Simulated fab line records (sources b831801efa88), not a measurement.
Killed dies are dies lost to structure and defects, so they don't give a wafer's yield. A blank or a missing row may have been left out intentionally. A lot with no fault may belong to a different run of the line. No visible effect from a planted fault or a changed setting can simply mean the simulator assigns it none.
fab line records + flow sky130
record:
- lots: 6
- wafers: 18
- last-day: 50
route steps=708 shown VT_ADJUST_LVTN@104 VT_ADJUST_NCORE@119 PAD_OPEN@708
lots with no fault: from the same line, run without faults
start-h: start of the lot's first displayed wafer, in hours after the record's first day + wait-h: hours from the lot's prior step to this one + " as in the row above + L1.1+2: a row that stands for several wafers + - value missing, or start not given + * or withheld: withheld + < > ~ a bound
route shown NAME@n: NAME is a module with steps in the file, n the number in the route of the first one + usual: the fault-free wafers' mean and standard deviation + same: alike in all rows + chamber/n: place in a boat + sites: readings site by site + _std_site: how widely they spread, as a standard deviation + _edge_site: outer sites' mean less inner sites' + radius-mm: for every site, how far away it sits from the centre of the wafer + mask NAME#n: copy n + behind: the tool/chamber that last shaped the wafer + hold: the reason the lot was held/the length of the hold in hours/how it ended + device: which transistor (n, p or np) failed to switch + end of line: tests run on the same wafers once the route is complete + for a step that has no rows: nothing shown but its recipe + killed: dies lost to structure and defects at the first sort, not the wafer's yield + map: dies across one wafer; x = killed, . = not, _ = none there
set.NAME: setting as actually run; set.NAME@STEP: the setting as run at that earlier step + model.NAME: the simulator's own value behind a step, which no gauge read
lots at some steps of the route; a table a step, a row a wafer
services: the hour from which a tool's chamber was out of use, counted from the record's first day as start-h (under 0 if before that day), plus the number of hours and why
== steps ==
step: SKY_VT_ADJUST_LVTN_OVL_MEAS_07
usual:
- VT_ADJUST_LVTN_OVL: -0.1/1.4
| lot.wafer | tool       | chamber | start-h | wait-h | VT_ADJUST_LVTN_OVL[nm] |
|-----------|------------|---------|---------|--------|------------------------|
| L226.2    | overlay-02 | -       | 180.57  | -      | -1.4                   |
| L226.4    | "          | -       | "       | "      | -2.5                   |
| L226.6    | "          | -       | "       | "      | -1.4                   |
| L229.1    | overlay-01 | -       | 200.74  | -      | 2.5                    |
| L229.3    | "          | -       | "       | "      | 0.4                    |
| L229.5    | "          | -       | "       | "      | 1.2                    |
| L230.1    | overlay-01 | -       | 208.62  | -      | 0.4                    |
| L230.4    | "          | -       | "       | "      | 2.8                    |
| L230.6    | "          | -       | "       | "      | 0.5                    |
| L232.1    | overlay-01 | -       | 220.72  | -      | 0.9                    |
| L232.2    | "          | -       | "       | "      | -0.3                   |
| L232.4    | "          | -       | "       | "      | 0.5                    |
| L234.3    | overlay-02 | -       | 236.05  | -      | -1.1                   |
| L234.4    | "          | -       | "       | "      | 1.0                    |
| L234.5    | "          | -       | "       | "      | -0.5                   |
| L239.3    | overlay-01 | -       | 286.03  | -      | -0.9                   |
| L239.5    | "          | -       | "       | "      | 0.9                    |
| L239.6    | "          | -       | "       | "      | -0.9                   |
step: SKY_VT_ADJUST_LVTN_IMPLANT_08
recipe:
- species: B
- energy-kev: 30
- dose-cm2: 1.57e+12
- tilt-deg: withheld
step: SKY_VT_ADJUST_LVTN_STRIP_09
recipe:
- chemistry: O2/N2
- power-w: 1400
- pressure-mtorr: 1500
- platen-temp-c: withheld
- o2-flow-sccm: 3000
- n2-flow-sccm: 300
- overash-fraction: 0.5
usual:
- drypump-motor-current-A: 5.5/0.3
- o2-flow-sccm: 3000/9.6
- oes-product-au: 0.722/0.0046
- strip-time-to-endpoint-s: 36.89/0.093
| lot.wafer | tool            | chamber | start-h | wait-h | drypump-motor-current-A | o2-flow-sccm | oes-product-au | rf-hours-counter-h | strip-time-to-endpoint-s |
|-----------|-----------------|---------|---------|--------|-------------------------|--------------|----------------|--------------------|--------------------------|
| L226.2    | plasma-asher-03 | 1       | 180.75  | 0.1    | 5.3                     | 3005         | 0.720          | 47                 | 37.01                    |
| L226.4    | "               | 1       | "       | "      | 5.3                     | 2995         | 0.722          | -                  | 36.96                    |
| L226.6    | "               | 1       | "       | "      | 5.3                     | 3001         | 0.724          | -                  | 37.08                    |
| L229.1    | plasma-asher-04 | 1       | 200.93  | 0.1    | 5.3                     | 2988         | 0.728          | 40                 | 36.88                    |
| L229.3    | "               | 1       | "       | "      | 5.3                     | 2989         | 0.723          | -                  | 36.96                    |
| L229.5    | "               | 1       | "       | "      | 5.3                     | 3007         | 0.727          | -                  | 36.93                    |
| L230.1    | plasma-asher-02 | 0       | 208.80  | 0.1    | 5.8                     | 3008         | 0.723          | 9                  | 36.83                    |
| L230.4    | "               | 1       | "       | "      | 6.0                     | 2989         | 0.722          | -                  | 36.80                    |
| L230.6    | "               | 1       | "       | "      | 5.9                     | 3006         | 0.729          | -                  | 36.83                    |
| L232.1    | plasma-asher-03 | 1       | 220.90  | 0.1    | 5.3                     | 3001         | 0.723          | 51                 | 36.87                    |
| L232.2    | "               | 0       | "       | "      | 6.1                     | 3007         | 0.723          | 51                 | 36.84                    |
| L232.4    | "               | 1       | "       | "      | 5.3                     | 3003         | 0.714          | -                  | 36.87                    |
| L234.3    | plasma-asher-04 | 0       | 236.26  | 0.1    | 5.3                     | 2990         | 0.722          | -                  | 36.88                    |
| L234.4    | "               | 1       | "       | "      | 5.3                     | 2997         | 0.731          | -                  | 36.87                    |
| L234.5    | "               | 1       | "       | "      | 5.3                     | 2937         | 0.722          | -                  | 36.87                    |
| L239.3    | plasma-asher-04 | 1       | 286.24  | 0.1    | 5.3                     | 3002         | 0.717          | -                  | 36.96                    |
| L239.5    | "               | 1       | "       | "      | 5.3                     | 2992         | 0.728          | -                  | 37.08                    |
| L239.6    | "               | 0       | "       | "      | 5.3                     | 2998         | 0.711          | -                  | 37.13                    |
step: SKY_VT_ADJUST_LVTN_TW_MEAS_10
usual:
- VT_ADJUST_LVTN_TW: 241.5/1.5
| lot.wafer | tool          | chamber | start-h | wait-h | VT_ADJUST_LVTN_TW |
|-----------|---------------|---------|---------|--------|-------------------|
| L226.2    | film-metro-01 | -       | 180.86  | 0.1    | 240.4             |
| L226.4    | "             | -       | "       | "      | 240.6             |
| L226.6    | "             | -       | "       | "      | 241.0             |
| L229.1    | film-metro-02 | -       | 201.03  | 0.1    | 242.8             |
| L229.3    | "             | -       | "       | "      | 243.1             |
| L229.5    | "             | -       | "       | "      | 241.9             |
| L230.1    | film-metro-02 | -       | 208.90  | 0.1    | 243.8             |
| L230.4    | "             | -       | "       | "      | 242.7             |
| L230.6    | "             | -       | "       | "      | 242.0             |
| L232.1    | film-metro-04 | -       | 221.00  | 0.1    | 243.6             |
| L232.2    | "             | -       | "       | "      | 241.9             |
| L232.4    | "             | -       | "       | "      | 241.9             |
| L234.3    | film-metro-02 | -       | 236.35  | 0.1    | 240.6             |
| L234.4    | "             | -       | "       | "      | 241.5             |
| L234.5    | "             | -       | "       | "      | 241.8             |
| L239.3    | film-metro-01 | -       | 286.32  | 0.1    | 240.0             |
| L239.5    | "             | -       | "       | "      | 240.7             |
| L239.6    | "             | -       | "       | "      | 238.8             |
step: SKY_VT_ADJUST_LVTN_DEHYDRATE_11
recipe:
- temp-c: 200
- time-s: 60
step: SKY_VT_ADJUST_LVTN_HMDS_12
recipe:
- prime-time-s: 60
- prime-temp-c: 120
step: SKY_VT_ADJUST_LVTN_COAT_13
recipe:
- resist: NOVOLAK
- spin-rpm: 3000
- resist-thk-nm: 1140
step: SKY_VT_ADJUST_LVTN_SOFTBAKE_14
recipe:
- temp-c: 90
- time-s: 60
- resist: NOVOLAK
step: SKY_VT_ADJUST_LVTN_EXPOSE_15
recipe:
- mask-id: HVN_STD_DERIVED
- na: 0.6
- source-shape: conventional
- sigma-outer: 0.6
- polarization: unpolarized
- target-cd-nm: 600
- dose-mj: 163
step: SKY_VT_ADJUST_LVTN_PEB_16
recipe:
- temp-c: withheld
- time-s: *
- resist: NOVOLAK
step: SKY_VT_ADJUST_LVTN_DEVELOP_17
recipe:
- resist: NOVOLAK
- developer: TMAH
- develop-time-s: 60
- dev-temp-c: 23
step: SKY_VT_ADJUST_LVTN_OVL_MEAS_18
usual:
- VT_ADJUST_LVTN_01_OVL: -0.5/1.5
| lot.wafer | tool       | chamber | start-h | wait-h | VT_ADJUST_LVTN_01_OVL[nm] |
|-----------|------------|---------|---------|--------|---------------------------|
| L226.2    | overlay-01 | -       | 201.96  | 0.1    | -1.4                      |
| L226.4    | "          | -       | "       | "      | -0.8                      |
| L226.6    | "          | -       | "       | "      | -1.2                      |
| L229.1    | overlay-02 | -       | 222.95  | 0.1    | 2.3                       |
| L229.3    | "          | -       | "       | "      | 1.2                       |
| L229.5    | "          | -       | "       | "      | 0.7                       |
| L230.1    | overlay-02 | -       | 230.19  | 0.1    | 0.2                       |
| L230.4    | "          | -       | "       | "      | 1.2                       |
| L230.6    | "          | -       | "       | "      | -1.4                      |
| L232.1    | overlay-02 | -       | 242.69  | 0.1    | -2.5                      |
| L232.2    | "          | -       | "       | "      | -2.3                      |
| L232.4    | "          | -       | "       | "      | -2.7                      |
| L234.3    | overlay-01 | -       | 259.51  | 0.1    | -2.2                      |
| L234.4    | "          | -       | "       | "      | -0.7                      |
| L234.5    | "          | -       | "       | "      | -1.2                      |
| L239.3    | overlay-01 | -       | 311.65  | 0.1    | 0.2                       |
| L239.5    | "          | -       | "       | "      | -0.3                      |
| L239.6    | "          | -       | "       | "      | -1.1                      |
step: SKY_VT_ADJUST_LVTN_IMPLANT_19
recipe:
- species: B
- energy-kev: 30
- dose-cm2: 6.5e+11
- tilt-deg: withheld
usual:
- beam-on-s: 10.02/0.18
- faraday-current-uA: 3.66/0.067
same:
- implant-ion-amu: 11
| lot.wafer | tool         | chamber | start-h | wait-h | beam-on-s | faraday-current-uA |
|-----------|--------------|---------|---------|--------|-----------|--------------------|
| L226.2    | implanter-02 | 0       | 202.01  | 0.0    | 14.61     | 2.52               |
| L226.4    | "            | 0       | "       | "      | 14.35     | 2.56               |
| L226.6    | "            | 0       | "       | "      | 14.47     | 2.53               |
| L229.1    | implanter-02 | 0       | 222.99  | 0.0    | 14.12     | 2.60               |
| L229.3    | "            | 0       | "       | "      | 14.48     | 2.53               |
| L229.5    | "            | 0       | "       | "      | 14.43     | 2.55               |
| L230.1    | implanter-04 | 0       | 230.23  | 0.0    | 9.90      | 3.71               |
| L230.4    | "            | 0       | "       | "      | 10.02     | 3.65               |
| L230.6    | "            | 0       | "       | "      | 9.80      | 3.75               |
| L232.1    | implanter-04 | 0       | 242.73  | 0.0    | 9.77      | 3.74               |
| L232.2    | "            | 0       | "       | "      | 10.25     | 3.57               |
| L232.4    | "            | 0       | "       | "      | 9.86      | 3.73               |
| L234.3    | implanter-01 | 0       | 259.59  | 0.1    | 9.85      | 3.72               |
| L234.4    | "            | 0       | "       | "      | 9.83      | 3.73               |
| L234.5    | "            | 0       | "       | "      | 9.97      | 3.69               |
| L239.3    | implanter-02 | 0       | 311.73  | 0.1    | 9.98      | 3.67               |
| L239.5    | "            | 0       | "       | "      | 9.76      | 3.75               |
| L239.6    | "            | 0       | "       | "      | 9.99      | 3.69               |
step: SKY_VT_ADJUST_LVTN_STRIP_20
recipe:
- chemistry: O2/N2
- power-w: 1400
- pressure-mtorr: 1500
- platen-temp-c: withheld
- o2-flow-sccm: 3000
- n2-flow-sccm: 300
- overash-fraction: 0.5
usual:
- drypump-motor-current-A: 5.6/0.3
- o2-flow-sccm: 3001/9.3
- oes-product-au: 0.716/0.0047
- strip-time-to-endpoint-s: 14.18/0.042
| lot.wafer | tool            | chamber | start-h | wait-h | drypump-motor-current-A | o2-flow-sccm | oes-product-au | rf-hours-counter-h | strip-time-to-endpoint-s |
|-----------|-----------------|---------|---------|--------|-------------------------|--------------|----------------|--------------------|--------------------------|
| L226.2    | plasma-asher-04 | 0       | 202.14  | 0.1    | 5.4                     | 3004         | 0.723          | 40                 | 14.19                    |
| L226.4    | "               | 1       | "       | "      | 5.3                     | 2988         | 0.728          | -                  | 14.18                    |
| L226.6    | "               | 0       | "       | "      | 5.4                     | 3002         | 0.721          | -                  | 14.15                    |
| L229.1    | plasma-asher-03 | 0       | 223.14  | 0.1    | 6.0                     | 2999         | 0.722          | 51                 | 14.17                    |
| L229.3    | "               | 1       | "       | "      | 5.3                     | 2975         | 0.718          | -                  | 14.12                    |
| L229.5    | "               | 1       | "       | "      | 5.2                     | 2989         | 0.718          | -                  | 14.16                    |
| L230.1    | plasma-asher-04 | 0       | 230.38  | 0.1    | 5.3                     | 3015         | 0.713          | 43                 | 14.15                    |
| L230.4    | "               | 0       | "       | "      | 5.3                     | 3006         | 0.716          | -                  | 14.18                    |
| L230.6    | "               | 1       | "       | "      | 5.3                     | 2999         | 0.725          | -                  | 14.12                    |
| L232.1    | plasma-asher-03 | 1       | 242.88  | 0.1    | 5.3                     | 3012         | 0.726          | 53                 | 14.17                    |
| L232.2    | "               | 0       | "       | "      | 6.0                     | 3005         | 0.710          | 53                 | 14.25                    |
| L232.4    | "               | 1       | "       | "      | 5.4                     | 3011         | 0.714          | -                  | 14.16                    |
| L234.3    | plasma-asher-02 | 0       | 259.72  | 0.1    | 5.8                     | 3006         | 0.709          | -                  | 14.09                    |
| L234.4    | "               | 1       | "       | "      | 6.0                     | 3008         | 0.713          | -                  | 14.16                    |
| L234.5    | "               | 0       | "       | "      | 5.8                     | 3015         | 0.719          | -                  | 14.19                    |
| L239.3    | plasma-asher-03 | 1       | 311.86  | 0.1    | 5.3                     | 3008         | 0.721          | -                  | 14.15                    |
| L239.5    | "               | 1       | "       | "      | 5.3                     | 3017         | 0.716          | -                  | 14.19                    |
| L239.6    | "               | 0       | "       | "      | 6.0                     | 2994         | 0.703          | -                  | 14.20                    |
step: SKY_VT_ADJUST_LVTN_TW_MEAS_21
usual:
- VT_ADJUST_LVTN_2_TW: 188.4/0.98
| lot.wafer | tool          | chamber | start-h | wait-h | VT_ADJUST_LVTN_2_TW |
|-----------|---------------|---------|---------|--------|---------------------|
| L226.2    | film-metro-04 | -       | 202.25  | 0.1    | 208.8               |
| L226.4    | "             | -       | "       | "      | 208.4               |
| L226.6    | "             | -       | "       | "      | 208.3               |
| L229.1    | film-metro-04 | -       | 223.24  | 0.1    | 209.1               |
| L229.3    | "             | -       | "       | "      | 209.2               |
| L229.5    | "             | -       | "       | "      | 209.3               |
| L230.1    | film-metro-01 | -       | 230.48  | 0.1    | 186.5               |
| L230.4    | "             | -       | "       | "      | 187.5               |
| L230.6    | "             | -       | "       | "      | 186.7               |
| L232.1    | film-metro-01 | -       | 242.98  | 0.1    | 188.2               |
| L232.2    | "             | -       | "       | "      | 188.4               |
| L232.4    | "             | -       | "       | "      | 187.6               |
| L234.3    | film-metro-01 | -       | 259.81  | 0.1    | 187.7               |
| L234.4    | "             | -       | "       | "      | 187.7               |
| L234.5    | "             | -       | "       | "      | 186.8               |
| L239.3    | film-metro-02 | -       | 311.95  | 0.1    | 189.1               |
| L239.5    | "             | -       | "       | "      | 188.2               |
| L239.6    | "             | -       | "       | "      | 189.3               |
step: SKY_VT_ADJUST_NCORE_DEHYDRATE_00
recipe:
- temp-c: 200
- time-s: 60
step: SKY_PAD_OPEN_PROBE_99
usual:
- killed_at_M0_to_M3: 44/7.2
- killed_at_M4_up: 3.1/1.7
- killed-at-contacts: 24/5.2
- killed-at-front-end: 15/4.1
- killed-at-other: 0.3/0.61
- killed-dies: 87/10
- killed-on-rim: 17/3.8
- killed-open: 48/7.5
- killed-short: 39/6.6
same:
- gross-dies: 492
- killed-at-back-side: 0
| lot.wafer | tool      | chamber | start-h | wait-h | killed_at_M0_to_M3 | killed_at_M4_up | killed-at-contacts | killed-at-front-end | killed-at-other | killed-dies | killed-on-rim | killed-open | killed-short | model.etest.res-pwell-under-gate.rs-ohm-sq | model.etest.tip_n_5v.rs-ohm-sq | model.etest.nfet_16v.drive-ua-um | model.etest.nfet-g5v0d10v5.body-rise-v | model.etest.nfet_16v.body-rise-v | model.etest.nfet-g5v0d10v5.vt-sat-v | model.etest.nfet-g5v0d10v5.vt-v | model.etest.nfet_16v.vt-v |
|-----------|-----------|---------|---------|--------|--------------------|-----------------|--------------------|---------------------|-----------------|-------------|---------------|-------------|--------------|--------------------------------------------|--------------------------------|----------------------------------|----------------------------------------|----------------------------------|-------------------------------------|---------------------------------|---------------------------|
| L226.2    | prober-02 | -       | 1114.79 | 0.1    | 39                 | 3               | 34                 | 17                  | 0               | 93          | 17            | 55          | 38           | 2264                                       | 1424                           | 220.8                            | 0.7182                                 | 0.7063                           | 0.7997                              | 0.8505                          | 0.7911                    |
| L226.4    | prober-02 | -       | 1114.89 | 0.2    | 53                 | 1               | 22                 | 14                  | 0               | 90          | 23            | 53          | 37           | 2254                                       | 1417                           | 216.1                            | 0.7222                                 | 0.7117                           | 0.7846                              | 0.8349                          | 0.7821                    |
| L226.6    | prober-02 | -       | 1114.99 | 0.2    | 43                 | 5               | 14                 | 12                  | 0               | 74          | 23            | 39          | 35           | 2260                                       | 1420                           | 218                              | 0.7193                                 | 0.708                            | 0.7949                              | 0.8442                          | 0.7859                    |
| L229.1    | prober-01 | -       | 1129.23 | 0.1    | 47                 | 3               | 21                 | 14                  | 0               | 85          | 17            | 48          | 37           | 2252                                       | 1408                           | 213.5                            | 0.7205                                 | 0.7103                           | 0.7906                              | 0.8459                          | 0.7909                    |
| L229.3    | prober-01 | -       | 1129.33 | 0.2    | 33                 | 1               | 19                 | 15                  | 0               | 68          | 8             | 37          | 31           | 2250                                       | 1404                           | 214.1                            | 0.7178                                 | 0.7121                           | 0.7872                              | 0.8409                          | 0.789                     |
| L229.5    | prober-01 | -       | 1129.43 | 0.2    | 40                 | 1               | 29                 | 13                  | 0               | 83          | 19            | 56          | 27           | 2246                                       | 1398                           | 215.1                            | 0.7151                                 | 0.7055                           | 0.7892                              | 0.8444                          | 0.7822                    |
| L230.1    | prober-02 | -       | 1135.20 | 0.1    | 49                 | 2               | 15                 | 10                  | 0               | 76          | 15            | 46          | 30           | 2277                                       | 1365                           | 222                              | 0.6733                                 | 0.6648                           | 0.7603                              | 0.821                           | 0.7654                    |
| L230.4    | prober-02 | -       | 1135.35 | 0.2    | 59                 | 3               | 28                 | 10                  | 0               | 100         | 15            | 49          | 50           | 2284                                       | 1370                           | 219.3                            | 0.6799                                 | 0.6708                           | 0.754                               | 0.8179                          | 0.7711                    |
| L230.6    | prober-02 | -       | 1135.45 | 0.2    | 58                 | 2               | 26                 | 15                  | 0               | 101         | 22            | 57          | 44           | 2286                                       | 1367                           | 223.1                            | 0.6665                                 | 0.6607                           | 0.738                               | 0.8                             | 0.748                     |
| L232.1    | prober-02 | -       | 1145.78 | 0.1    | 45                 | 4               | 20                 | 8                   | 1               | 78          | 23            | 47          | 31           | 2277                                       | 1375                           | 221.4                            | 0.6823                                 | 0.672                            | 0.7609                              | 0.8175                          | 0.7633                    |
| L232.2    | prober-02 | -       | 1145.83 | 0.1    | 44                 | 2               | 30                 | 26                  | 0               | 102         | 24            | 58          | 44           | 2291                                       | 1376                           | 221.9                            | 0.6808                                 | 0.6714                           | 0.7701                              | 0.8259                          | 0.7671                    |
| L232.4    | prober-02 | -       | 1145.93 | 0.2    | 39                 | 2               | 27                 | 19                  | 0               | 87          | 17            | 38          | 49           | 2305                                       | 1380                           | 221.1                            | 0.6792                                 | 0.6705                           | 0.7507                              | 0.8114                          | 0.7658                    |
| L234.3    | prober-02 | -       | 1157.21 | 0.2    | 44                 | 4               | 16                 | 25                  | 2               | 91          | 16            | 52          | 39           | 2334                                       | 1359                           | 216.6                            | 0.6858                                 | 0.6783                           | 0.7738                              | 0.8368                          | 0.7859                    |
| L234.4    | prober-02 | -       | 1157.26 | 0.2    | 46                 | 5               | 20                 | 19                  | 0               | 90          | 18            | 54          | 36           | 2328                                       | 1358                           | 217.2                            | 0.6813                                 | 0.6721                           | 0.7593                              | 0.8226                          | 0.7785                    |
| L234.5    | prober-02 | -       | 1157.31 | 0.2    | 50                 | 4               | 27                 | 8                   | 0               | 89          | 23            | 48          | 41           | 2326                                       | 1358                           | 215.3                            | 0.687                                  | 0.6767                           | 0.7591                              | 0.8237                          | 0.7745                    |
| L239.3    | prober-02 | -       | 1196.84 | 0.2    | 38                 | 6               | 34                 | 8                   | 0               | 86          | 18            | 45          | 41           | 2282                                       | 1369                           | 228.1                            | 0.6646                                 | 0.6562                           | 0.7656                              | 0.825                           | 0.7648                    |
| L239.5    | prober-02 | -       | 1196.94 | 0.2    | 40                 | 4               | 24                 | 14                  | 0               | 82          | 20            | 52          | 30           | 2274                                       | 1386                           | 231.4                            | 0.6528                                 | 0.6474                           | 0.7484                              | 0.8063                          | 0.7491                    |
| L239.6    | prober-02 | -       | 1196.99 | 0.2    | 46                 | 1               | 26                 | 15                  | 0               | 88          | 22            | 47          | 41           | 2276                                       | 1386                           | 229.4                            | 0.6547                                 | 0.6477                           | 0.7496                              | 0.8073                          | 0.752                     |
killed by level:class
L226.2 CONTACT:geometric-particle:open=12 LI_CONTACT:geometric-particle:open=11 FIELD_ISO:geometric-particle:short=7 VIA1:geometric-particle:open=6 VIA3:geometric-particle:open=6 LOCAL_INTERCONNECT:geometric-particle:short=5 VIA2:geometric-particle:open=5 FIELD_ISO:geometric-particle:open=4
L226.4 VIA3:geometric-particle:open=12 CONTACT:geometric-particle:open=10 VIA1:geometric-particle:open=7 METAL1:geometric-particle:short=6 VIA2:geometric-particle:open=6 POLY_GATE:geometric-particle:short=5 LI_CONTACT:geometric-particle:open=5 LOCAL_INTERCONNECT:geometric-particle:short=4
L226.6 LI_CONTACT:geometric-particle:open=7 VIA3:geometric-particle:open=7 VIA1:geometric-particle:open=6 VIA2:geometric-particle:open=6 METAL1:geometric-particle:open=5 METAL4:geometric-particle:short=5 METAL1:geometric-particle:short=4 VIA1:geometric-particle:short=4
L229.1 VIA1:geometric-particle:open=10 VIA2:geometric-particle:open=7 CONTACT:geometric-particle:open=7 METAL2:geometric-particle:short=7 LI_CONTACT:geometric-particle:open=6 VIA1:geometric-particle:short=6 POLY_GATE:geometric-particle:open=5 METAL1:geometric-particle:short=5
L229.3 VIA1:geometric-particle:open=8 METAL1:geometric-particle:short=8 LI_CONTACT:geometric-particle:open=7 FIELD_ISO:geometric-particle:short=4 VIA3:geometric-particle:open=4 FIELD_ISO:geometric-particle:open=3 LOCAL_INTERCONNECT:geometric-particle:short=3 LI_CONTACT:geometric-particle:short=3
L229.5 LI_CONTACT:geometric-particle:open=10 CONTACT:geometric-particle:open=10 VIA3:geometric-particle:open=9 VIA1:geometric-particle:open=8 LI_CONTACT:geometric-particle:short=6 METAL1:geometric-particle:short=6 POLY_GATE:geometric-particle:open=5 FIELD_ISO:geometric-particle:open=4
L230.1 VIA1:geometric-particle:open=10 VIA2:geometric-particle:open=10 VIA3:geometric-particle:open=7 CONTACT:geometric-particle:open=6 METAL3:geometric-particle:short=6 VIA3:geometric-particle:short=4 VIA2:geometric-particle:short=3 POLY_GATE:geometric-particle:open=3
L230.4 VIA1:geometric-particle:open=15 VIA3:geometric-particle:short=10 METAL1:geometric-particle:short=9 VIA3:geometric-particle:open=9 LI_CONTACT:geometric-particle:open=8 CONTACT:geometric-particle:open=8 LOCAL_INTERCONNECT:geometric-particle:short=6 VIA2:geometric-particle:open=5
L230.6 VIA1:geometric-particle:open=12 VIA2:geometric-particle:open=10 CONTACT:geometric-particle:open=10 METAL1:geometric-particle:short=9 LI_CONTACT:geometric-particle:open=7 VIA3:geometric-particle:open=6 VIA1:geometric-particle:short=5 POLY_GATE:geometric-particle:open=4
L232.1 VIA1:geometric-particle:open=15 CONTACT:geometric-particle:open=11 VIA3:geometric-particle:open=6 VIA2:geometric-particle:open=5 VIA3:geometric-particle:short=5 VIA1:geometric-particle:short=4 POLY_GATE:geometric-particle:short=3 LI_CONTACT:geometric-particle:open=3
L232.2 VIA1:geometric-particle:open=11 CONTACT:geometric-particle:open=8 FIELD_ISO:geometric-particle:open=7 LI_CONTACT:geometric-particle:open=7 VIA2:geometric-particle:open=7 VIA3:geometric-particle:open=7 POLY_GATE:geometric-particle:open=6 POLY_GATE:geometric-particle:short=6
L232.4 CONTACT:geometric-particle:open=9 CONTACT:geometric-particle:short=7 METAL1:geometric-particle:short=7 METAL2:geometric-particle:short=7 VIA1:geometric-particle:open=6 POLY_GATE:geometric-particle:open=5 LI_CONTACT:geometric-particle:open=5 FIELD_ISO:geometric-particle:open=4
L234.3 VIA3:geometric-particle:open=11 CONTACT:geometric-particle:open=8 METAL1:geometric-particle:short=6 VIA1:geometric-particle:open=6 VIA2:geometric-particle:open=6 FIELD_ISO:geometric-particle:open=5 FIELD_ISO:geometric-particle:short=5 POLY_GATE:geometric-particle:open=5
L234.4 CONTACT:geometric-particle:open=10 VIA1:geometric-particle:open=7 METAL2:geometric-particle:short=7 VIA2:geometric-particle:open=7 VIA3:geometric-particle:open=7 VIA2:geometric-particle:short=5 FIELD_ISO:geometric-particle:open=4 POLY_GATE:geometric-particle:open=4
L234.5 LI_CONTACT:geometric-particle:open=10 VIA2:geometric-particle:open=9 VIA1:geometric-particle:short=8 CONTACT:geometric-particle:open=8 VIA1:geometric-particle:open=7 LOCAL_INTERCONNECT:geometric-particle:short=6 METAL1:geometric-particle:open=5 METAL2:geometric-particle:short=5
L239.3 CONTACT:geometric-particle:open=14 CONTACT:geometric-particle:short=8 VIA3:geometric-particle:open=7 LI_CONTACT:geometric-particle:open=6 METAL1:geometric-particle:short=6 VIA2:geometric-particle:open=6 LOCAL_INTERCONNECT:geometric-particle:short=5 METAL2:geometric-particle:short=5
L239.5 VIA3:geometric-particle:open=11 CONTACT:geometric-particle:open=8 LI_CONTACT:geometric-particle:open=7 VIA2:geometric-particle:open=6 VIA1:geometric-particle:open=5 FIELD_ISO:geometric-particle:open=4 LOCAL_INTERCONNECT:geometric-particle:short=4 METAL1:geometric-particle:short=4
L239.6 CONTACT:geometric-particle:open=10 METAL2:geometric-particle:short=10 VIA2:geometric-particle:open=10 VIA1:geometric-particle:open=8 FIELD_ISO:geometric-particle:open=6 LOCAL_INTERCONNECT:geometric-particle:short=5 CONTACT:geometric-particle:short=5 VIA3:geometric-particle:open=5
== services ==
| tool            | chamber | start-h | hours | kind   |
|-----------------|---------|---------|-------|--------|
| implanter-04    | -       | 171.39  | 3.1   | pm     |
| plasma-asher-04 | -       | 197.53  | 2.8   | pm     |
| plasma-asher-03 | -       | 210.66  | 1.0   | repair |
| implanter-02    | -       | 217.64  | 3.0   | repair |
| implanter-02    | -       | 227.27  | 2.7   | pm     |
| implanter-04    | -       | 232.38  | 6.7   | repair |
| plasma-asher-03 | -       | 236.07  | 2.6   | repair |
| implanter-01    | -       | 237.92  | 2.0   | repair |
== key ==
first-sign:
- step: SKY_VT_ADJUST_LVTN_IMPLANT_19
- reading: beam-on-s
- direction: up
- sigmas: 24
- usual: 10.02
- struck: 14.41
effect:
- step: SKY_VT_ADJUST_LVTN_IMPLANT_19
- reading: faraday-current-uA
- direction: down
- sigmas: 17
- usual: 3.66
- struck: 2.55
effect:
- step: SKY_VT_ADJUST_LVTN_TW_MEAS_21
- reading: VT_ADJUST_LVTN_2_TW
- direction: up
- sigmas: 21
- usual: 188.4
- struck: 208.8
model-effect:
- step: SKY_PAD_OPEN_PROBE_99
- value: etest.res-pwell-under-gate.rs-ohm-sq
- without: 2304
- struck: 2254
met-at SKY_VT_ADJUST_LVTN_IMPLANT_19
struck-wafers L226.2,L226.4,L226.6,L229.1,L229.3,L229.5
tester-left-out L226,L229
fault:
- kind: process-parameter-drift
- tool: implanter-02
- chamber: -
- onset-h: 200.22
- steps: SKY_VT_ADJUST_LVTN_IMPLANT_19
- channel: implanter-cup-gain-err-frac
- offset: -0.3
- shape: step
- end-h: 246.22
tester-left-out: of these lots the tester's yield and bins aren't shown, on N5 and GAA mostly nor the transistor test; their killed dies are dies lost to structure and defects alone, not to doping, threshold or leakage, so they don't give the yield
